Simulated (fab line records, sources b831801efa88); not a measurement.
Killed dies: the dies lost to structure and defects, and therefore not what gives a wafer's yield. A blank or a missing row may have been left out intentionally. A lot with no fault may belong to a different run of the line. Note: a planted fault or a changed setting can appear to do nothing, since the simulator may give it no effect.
Which tool did it? + flow gf180mcu + 7 lots, 20 wafers sampled, at 1 step of a route of 602

## WHAT EACH GAUGE READ, for each wafer
GF_V2_BOW_MEAS_05.
| lot  | measured     | on           | V2_BOW (um) |
|------|--------------|--------------|-------------|
| L867 | day 19 12:22 | filmMetro-03 | 90 104 97   |
| L869 | day 20 13:04 | filmMetro-04 | 99 105 95   |
| L871 | day 21 08:02 | filmMetro-04 | 92 85 95    |
| L874 | day 22 12:23 | filmMetro-01 | 97 88 94    |
| L877 | day 23 07:55 | filmMetro-01 | 102 105 96  |
| L880 | day 24 12:41 | filmMetro-04 | 105 109     |
| L889 | day 27 01:59 | filmMetro-01 | 99 101 89   |

## WHAT TOOL EACH LOT RAN ON (gives the tool, then ch and the chambers of the sampled wafers, and finally the start)
There is no process step in the record ahead of these readings.

## THE ANSWER, worked out from the rows above alone
Rule: the usual values come from the lots themselves. The widest of any qualifying gaps counts: lots, ordered by their means at a reading, are off when they make up no more than a third of the lots, leave a main group of 4 or more, and stand apart from it by 3 or more times the standard deviation of that group's means. The tables above print the reading to a certain number of digits; a main group whose means all agree to those digits is not used. A lot without any number at a reading at which 4 lots or more have one is off too. The other lots that the step has rows for count as sound.
Across all readings shown, no lot is off: no conclusion can be drawn from this.

## WHAT HAD BEEN PUT IN BY THE SIMULATOR
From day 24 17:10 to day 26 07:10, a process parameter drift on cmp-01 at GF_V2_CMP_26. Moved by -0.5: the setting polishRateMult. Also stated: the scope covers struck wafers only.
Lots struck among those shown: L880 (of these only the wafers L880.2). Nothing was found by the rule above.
